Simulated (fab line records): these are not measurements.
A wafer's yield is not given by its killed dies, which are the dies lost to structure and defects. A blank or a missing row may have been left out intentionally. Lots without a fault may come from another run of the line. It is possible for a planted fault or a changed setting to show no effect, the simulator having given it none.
Chamber matching ; flow sky130 ; SKY_VIA3_CMP_24 on cmp-01: 4 sister chambers
The step polishes, stops on SiO2, t overpolish 20 s, target thk 0 nm. 4 wafers are shown with their chamber, then 7 later ones without.

## EACH WAFER AND ITS CHAMBER
wafer;chamber;motor-current-A (A)
L366.2;1;9.0
L366.4;2;10.0
L367.3;0;12.0
L367.4;3;11.5

## WAFERS WHOSE CHAMBER IS MISSING
wafer;motor-current-A (A)
L367.6;11.8
L368.1;11.2
L368.4;12.7
L368.6;11.5
L376.1;11.7
L376.2;9.0
L376.3;10.0

## CHAMBER TAKEN BY EACH
wafer;from the rows above;in truth
L367.6;can't be placed: 0 or 3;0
L368.1;can't be placed: 3 or 0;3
L368.4;can't be placed: 0 or 3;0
L368.6;can't be placed: 3 or 0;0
L376.1;can't be placed: 3 or 0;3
L376.2;1;1
L376.3;2;2
Placed correctly: 2 of 7. These rows do not allow placing 5 (true chamber among the candidates in 5). Number placed wrongly: 0.
How it was worked out, from the rows above alone: a wafer's distance from a chamber is the root of the sum, over the readings, of the square of ((its reading less the chamber's mean) divided by the reading's scatter). The wafer belongs to the nearest chamber; if the next one is less than 2 further off, it can't be placed. A chamber's mean is the mean of its shown wafers. The scatter: root of mean squared gap, hidden wafer to nearest shown wafer, with one shown wafer a chamber.
